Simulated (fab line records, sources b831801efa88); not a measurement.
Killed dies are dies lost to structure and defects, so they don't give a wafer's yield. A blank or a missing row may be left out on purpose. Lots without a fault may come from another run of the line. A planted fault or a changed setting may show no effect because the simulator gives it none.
Which tool did it? | flow gf180mcu | 11 lots, 33 wafers sampled, at 4 steps of a route of 602

WHAT THE GAUGES READ, wafer by wafer
GF_M1_RS_MEAS_05: measures by four-point-probe.
lot  | measured     | on            | M1_ALCU_RS (ohm/sq)
L955 | day 16 02:25 | film_metro-02 | 0.0699 0.0711 0.0698
L956 | day 16 05:53 | film_metro-03 | 0.0714 0.0709 0.0685
L957 | day 16 23:50 | film_metro-02 | 0.0689 0.0703 0.0697
L958 | day 17 15:31 | film_metro-03 | 0.0701 0.0692 0.0693
L964 | day 19 15:38 | film_metro-03 | 0.0647 0.0647 0.0641
L968 | day 20 21:56 | film_metro-01 | 0.0649 0.0637 0.0640
L969 | day 21 13:44 | film_metro-01 | 0.0709 0.0701 0.0690
L970 | day 21 22:43 | film_metro-01 | 0.0686 0.0681 0.0685
L975 | day 23 07:41 | film_metro-03 | 0.0707 0.0704 0.0700
L977 | day 24 01:39 | film_metro-01 | 0.0695 0.0694 0.0695
L978 | day 24 16:05 | film_metro-01 | 0.0691 0.0696 0.0689

GF_M1_THK_MEAS_06: measures by xrf.
lot  | measured     | on            | M1_ALCU_THK (nm)
L955 | day 16 02:31 | film_metro-02 | 433 428 435
L956 | day 16 05:59 | film_metro-03 | 432 437 452
L957 | day 16 23:57 | film_metro-02 | 438 433 433
L958 | day 17 15:37 | film_metro-03 | 437 443 443
L964 | day 19 15:45 | film_metro-03 | 472 473 476
L968 | day 20 22:02 | film_metro-01 | 472 481 477
L969 | day 21 13:50 | film_metro-01 | 432 438 444
L970 | day 21 22:50 | film_metro-01 | 446 447 445
L975 | day 23 07:47 | film_metro-03 | 433 437 438
L977 | day 24 01:46 | film_metro-01 | 438 441 442
L978 | day 24 16:12 | film_metro-01 | 438 439 442

GF_V2_OVL_MEAS_15.
lot  | measured     | on         | V2_OVL (nm)
L955 | day 20 03:35 | overlay-02 | 0 -2 -2
L956 | day 20 06:41 | overlay-01 | 0 1 -1
L957 | day 21 03:10 | overlay-02 | 0 4 1
L958 | day 21 19:32 | overlay-01 | 4 7 2
L964 | day 23 18:59 | overlay-01 | 3 -5 5
L968 | day 24 23:09 | overlay-01 | 3 7 -2
L969 | day 25 15:20 | overlay-02 | 3 8 4
L970 | day 25 21:04 | overlay-01 | 1 0 2
L975 | day 27 01:13 | overlay-02 | -5 1 1
L977 | day 27 18:28 | overlay-01 | 2 3 6
L978 | day 28 05:05 | overlay-02 | 0 9 5

WHICH TOOL RAN EACH LOT (tool, then ch and the chambers of the sampled wafers, then the start)
lot  | GF_M1_SPUTTER_02
L955 | pvd_sputter-04, day 16 02:17
L956 | pvd_sputter-02, day 16 05:46
L957 | pvd_sputter-01, day 16 23:44
L958 | pvd_sputter-01, day 17 15:24
L964 | pvd_sputter-01, day 19 15:32
L968 | pvd_sputter-01, day 20 21:48
L969 | pvd_sputter-04, day 21 13:37
L970 | pvd_sputter-04, day 21 22:37
L975 | pvd_sputter-02, day 23 07:34
L977 | pvd_sputter-02, day 24 01:34
L978 | pvd_sputter-02, day 24 15:59
- GF_M1_SPUTTER_02: material AlCu, target thk 450 nm, time 23.9 s.

WHAT THE TOOLS THEMSELVES READ (means of the sampled wafers that have a number; where no wafer has one, the mark that the record gives instead)
GF_M1_SPUTTER_02.
lot  | tool           | cathode_dc_power_W (W) | throttle_valve_pct (%)
L955 | pvd_sputter-04 | 10601                  | 28.7
L956 | pvd_sputter-02 | 10599                  | 29.6
L957 | pvd_sputter-01 | 10599                  | 29.8
L958 | pvd_sputter-01 | 10599                  | 29.7
L964 | pvd_sputter-01 | 11560                  | 30.0
L968 | pvd_sputter-01 | 11561                  | 29.4
L969 | pvd_sputter-04 | 10601                  | 30.1
L970 | pvd_sputter-04 | 10601                  | 30.3
L975 | pvd_sputter-02 | 10601                  | 30.0
L977 | pvd_sputter-02 | 10598                  | 29.7
L978 | pvd_sputter-02 | 10601                  | 29.7

THE ANSWER, worked out from the rows above alone
Rule: what is usual is taken from the lots themselves. Put in order of their means at a reading, lots are off if they are a third of the lots or fewer, leave a main group of 4 or more, and stand apart from it by a gap of 3 or more times the standard deviation of the main group's means; of several such gaps the widest counts. A main group whose means are all the same, to the digits that the tables above print for the reading, isn't used. A lot without any number at a reading at which 4 lots or more have one is off too. The other lots that the step has rows for count as sound. The gauges are gone through in route order, then the tools' own readings, and for those a lot's mean is taken as printed above. The first step at which some lot is off is used, and at that step the reading that is off furthest; a lot without a number counts as furthest.
Off: L964, L968, at GF_M1_RS_MEAS_05 (M1_ALCU_RS). The main group: mean 0.0697 ohm/sq, standard deviation 0.0006.
A tool fits if, at a process step before that reading, it ran every lot that is off, and no sound lot after the first of them. The gauges at GF_M1_RS_MEAS_05 aren't tried: what is off there is off at GF_M1_SPUTTER_02 too, on other tools, and a gauge's error can't cause that. One fits: pvd_sputter-01 at GF_M1_SPUTTER_02. Its last sound lot is L958 (day 17 15:24), its first lot that is off L964 (day 19 15:32): a fault that began between those two fits.
The tool's own readings at GF_M1_SPUTTER_02 bear it out: on the lots that are off they differ by more than 5 times the standard deviation of the sound lots' means. cathode_dc_power_W reads 11560 W there against 10600 W on the sound lots.

WHAT THE SIMULATOR HAD PUT IN
Process parameter drift: pvd_sputter-01, from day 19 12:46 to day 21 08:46, at GF_M1_SPUTTER_02. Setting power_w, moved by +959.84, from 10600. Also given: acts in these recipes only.
Lots struck among those shown: L964, L968. The rule above found the same.
